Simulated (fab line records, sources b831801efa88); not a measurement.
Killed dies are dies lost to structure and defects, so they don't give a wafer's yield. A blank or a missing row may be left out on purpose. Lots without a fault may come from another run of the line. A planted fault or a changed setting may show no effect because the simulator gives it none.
A struck lot beside a sound one | flow sky130 | 45 steps out of a route of 708
Sound: wafers L614.2, L614.3, L614.4. Struck: wafers L626.2, L626.3. The cause comes at the end.
At each step with rows: each side's tool, then ch and its chambers, then its first start. Under that, the readings that differ: sound wafers | struck wafers | difference of the means | sigmas: that difference in standard deviations of wafers without a fault.
alike: readings whose means differ by less than 2 such deviations, and words and numbers that are the same on both sides. not compared: withheld readings, readings that some wafer has no value for, bounds like >300 that may hide the same value, and numbers for which the record gives no deviation and whose values overlap.
The two part at a step that has a row with sigmas, a row that says differs or no value, or rows on one side only. Numbers that don't overlap but have no deviation are shown without sigmas and don't part them. A reading that every wafer of one side lacks parts them only if that side has two wafers or more.

SKY_CONTACT_ETCH_16: etches BARC in N2/H2, stops on SiO2, time 45.9 s, target depth 60 nm.
  sound on rie_diel-03 ch 0,1,2, day 32 03:28; struck on rie_diel-03 ch 1,3, day 36 04:05
  alike: bias_w, drypump_motor_current_A, oes_product_au, throttle_valve_pct
  not compared: rf_hours_counter_h
SKY_CONTACT_ETCH_17: etches SiO2 in C4F8/O2/Ar, stops on Si3N4, target depth 340 nm.
  sound on rie_diel-03 ch 0,1,2, day 32 03:30; struck on rie_diel-03 ch 1,3, day 36 04:08
  alike: bias_w, oes_product_au
SKY_CONTACT_ETCH_18: etches Si3N4 in CHF3/O2, stops on TiN, time 39 s, target depth 75 nm.
  sound on rie_diel-03 ch 0,1,2; struck on rie_diel-03 ch 1,3
  reading               | sound             | struck      | difference | sigmas
  oes_product_au (a.u.) | 0.860 0.864 0.870 | 0.852 0.842 | -0.018     | -2
  alike: O2_flow_sccm, bias_w, drypump_motor_current_A, throttle_valve_pct
  not compared: rf_hours_counter_h
then, 4 steps without rows for these wafers: SKY_CONTACT_STRIP_19 (strips in O2/N2); SKY_CONTACT_STRIP_20 (strips in post etch residue remover, time 1200 s); SKY_CONTACT_CLEAN_21 (cleans in IPA, time 180 s); SKY_CONTACT_CLEAN_22 (cleans in O3/DIW).
SKY_CONTACT_SPUTTER_23: material TiN, target thk 20 nm, time 80 s.
  sound on pvd_sputter-03, day 32 04:12; struck on pvd_sputter-04, day 36 04:51
  alike: throttle_valve_pct
SKY_CONTACT_CVD_24: deposits W, target thk 340 nm, time 102.12 s.
  sound on cvd_w-01 ch 0,1, day 32 04:16; struck on cvd_w-02 ch 0,1, day 36 04:55
  alike: heater_power_w
SKY_CONTACT_RS_MEAS_25: measures by four-point-probe.
  sound on film_metro-01, day 32 04:23; struck on film_metro-01, day 36 05:03
  alike: CONTACT_W_RS
SKY_CONTACT_THK_MEAS_26: measures by xrf.
  sound on film_metro-01, day 32 04:30; struck on film_metro-01, day 36 05:10
  alike: CONTACT_W_THK
then, 1 step without rows for these wafers: SKY_CONTACT_CMP_27 (polishes, stops on SiO2, t overpolish 15 s, target thk 0 nm).
SKY_METAL1_SPUTTER_00: material Ti, target thk 15 nm, time 10 s.
  sound on pvd_sputter-02, day 32 04:57; struck on pvd_sputter-02, day 36 05:31
  reading                                   | sound            | struck     | difference | sigmas
  model.Ti_of_METAL1_SPUTTER_00.thk_nm (nm) | 15.25 15.11 15.3 | 8.22 8.109 | -7.06      |
  alike: throttle_valve_pct
then, 4 steps without rows for these wafers: SKY_METAL1_SPUTTER_01 (material TiN, target thk 20 nm, time 16.7 s); SKY_METAL1_SPUTTER_02 (material AlCu, target thk 250 nm, time 13.3 s); SKY_METAL1_SPUTTER_03 (material Ti, target thk 5 nm, time 3.3 s); SKY_METAL1_SPUTTER_04 (material TiN, target thk 70 nm, time 58.3 s).
SKY_METAL1_RS_MEAS_05: measures by four-point-probe.
  sound on film_metro-02, day 32 05:06; struck on film_metro-03, day 36 05:40
  alike: METAL1_ALCU_RS
SKY_METAL1_THK_MEAS_06: measures by xrf.
  sound on film_metro-02, day 32 05:13; struck on film_metro-03, day 36 05:47
  alike: METAL1_ALCU_THK
then, 8 steps without rows for these wafers: SKY_METAL1_DEHYDRATE_07 (time 60 s); SKY_METAL1_HMDS_08 (prime time 60 s); SKY_METAL1_COAT_09 (resist thk 60 nm); SKY_METAL1_COAT_10 (resist thk 450 nm); SKY_METAL1_SOFTBAKE_11 (time 90 s); SKY_METAL1_EXPOSE_12 (exposes mask MM1, target cd 140 nm); SKY_METAL1_PEB_13; SKY_METAL1_DEVELOP_14 (develop time 60 s).
SKY_METAL1_CD_MEAS_15: target cd 140 nm.
  sound on cd_sem-02, day 33 07:38; struck on cd_sem-02, day 37 07:52
  alike: cd_nm
SKY_METAL1_OVL_MEAS_16:
  sound on overlay-01, day 33 07:44; struck on overlay-01, day 37 07:58
  alike: METAL1_OVL
then, 8 steps without rows for these wafers: SKY_METAL1_DESCUM_17 (chemistry O2, time 8 s); SKY_METAL1_ETCH_18 (etches BARC in N2/H2, stops on SiO2, time 45.9 s, target depth 60 nm); SKY_METAL1_METAL_ETCH_19 (etches the open film in Cl2/BCl3, stops on SiO2, target depth 360 nm, time 78 s); SKY_METAL1_STRIP_20 (strips in O2/N2); SKY_METAL1_STRIP_21 (strips in post etch residue remover, time 1200 s); SKY_METAL1_CLEAN_22 (cleans in IPA, time 180 s); SKY_METAL1_CLEAN_23 (cleans in O3/DIW); SKY_VIA1_HDPCVD_00 (deposits SiO2, target thk 1030 nm, time 171.7 s).
SKY_VIA1_THK_MEAS_01:
  sound on film_metro-01, day 33 08:40; struck on film_metro-04, day 37 08:55
  alike: VIA1_HDPCVD_THK
then, 1 step without rows for these wafers: SKY_VIA1_CMP_02 (polishes SiO2).
SKY_VIA1_BOW_MEAS_03:
  sound on film_metro-01, day 33 09:05; struck on film_metro-03, day 37 09:17
  alike: VIA1_BOW
then, 2 steps without rows for these wafers: SKY_VIA1_DEHYDRATE_04 (time 60 s); SKY_VIA1_HMDS_05 (prime time 60 s).
-- the record jumps here: 5 days lie between the struck wafers' starts before and after (it left off in module VIA1 and takes up again in module VIA3, whose first step shown is number 574 of the route) --
SKY_VIA3_THK_MEAS_01:
  sound on film_metro-03, day 39 01:14; struck on film_metro-01, day 42 19:32
  alike: VIA3_HDPCVD_THK
  not compared: hold
SKY_VIA3_CMP_02: polishes SiO2.
  sound on cmp-01 ch 0,1,3, day 39 01:29; struck on cmp-02 ch 0,2, day 42 21:55
  reading | sound | struck                                            | difference                   | sigmas
  hold    | - - - | await_dispo/2.3h/release await_dispo/2.3h/release | no value on the sound wafers |
  alike: motor_current_A, platen_rpm
-- the record jumps here: 6 days lie between the struck wafers' starts before and after (it left off in module VIA3 and takes up again in module PAD_OPEN, whose first step shown is number 708 of the route) --
SKY_PAD_OPEN_PROBE_99:
  sound on prober-01, day 46 03:52; struck on prober-02, day 49 02:58
  alike: defect_limited_yield, killed_at_M0_to_M3, killed_at_M4_up, killed_at_contacts, killed_at_front_end, killed_at_other, killed_dies, killed_on_rim, killed_open, killed_short, sort_bin_3_pad_short, sort_bin_5_function, sort_bin_6_memory, sort_n_pass, sort_yield_pct

WHERE THEY PART
First at SKY_CONTACT_ETCH_18; last, within this record, at SKY_VIA3_CMP_02. Later steps at which nothing parts them and some readings are alike: SKY_PAD_OPEN_PROBE_99.

WHY: what the simulator had put in
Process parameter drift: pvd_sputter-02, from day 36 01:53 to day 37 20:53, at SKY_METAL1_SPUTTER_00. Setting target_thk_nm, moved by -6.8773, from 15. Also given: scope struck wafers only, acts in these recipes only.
